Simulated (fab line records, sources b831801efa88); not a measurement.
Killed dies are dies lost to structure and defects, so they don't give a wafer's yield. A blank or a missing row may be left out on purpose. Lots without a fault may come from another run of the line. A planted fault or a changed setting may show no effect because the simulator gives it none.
Chamber matching | flow gf180mcu | GF_PASSIVATION_ETCH_11 on rie_diel-04: 4 sister chambers
The step etches the open film in CF4/O2, stops on TiN, target depth 1800 nm, time 400 s. 4 wafers are shown with their chamber, then 8 later ones without.

WAFERS WITH THEIR CHAMBER
wafer  | chamber | drypump_motor_current_A (A)
L083.1 | 1       | 5.6
L090.1 | 0       | 5.6
L090.6 | 2       | 5.3
L091.2 | 3       | 5.8

WAFERS WITHOUT THEIR CHAMBER
wafer  | drypump_motor_current_A (A)
L091.4 | 5.3
L091.6 | 5.6
L094.2 | 5.7
L094.3 | 5.6
L094.5 | 5.8
L096.3 | 5.7
L096.5 | 5.8
L096.6 | 5.3

WHICH CHAMBER EACH WENT THROUGH
wafer  | from the rows above          | in truth
L091.4 | 2                            | 2
L091.6 | can't be placed: 0 or 1      | 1
L094.2 | can't be placed: 3 or 0 or 1 | 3
L094.3 | can't be placed: 0 or 1      | 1
L094.5 | 3                            | 3
L096.3 | can't be placed: 3 or 0 or 1 | 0
L096.5 | 3                            | 3
L096.6 | 2                            | 2
Placed correctly: 4 of 8. Can't be placed from these rows: 4 (the true chamber is among the candidates in 4). Placed wrongly: 0.
How it was worked out, from the rows above alone: a wafer's distance from a chamber is the root of the sum, over the readings, of the square of ((its reading less the chamber's mean) divided by the reading's scatter). The wafer belongs to the nearest chamber; if the next one is less than 2 further off, it can't be placed. A chamber's mean is the mean of its shown wafers. The scatter: with one shown wafer a chamber, the root of the mean of the squares of how far each hidden wafer lies from its nearest shown one.
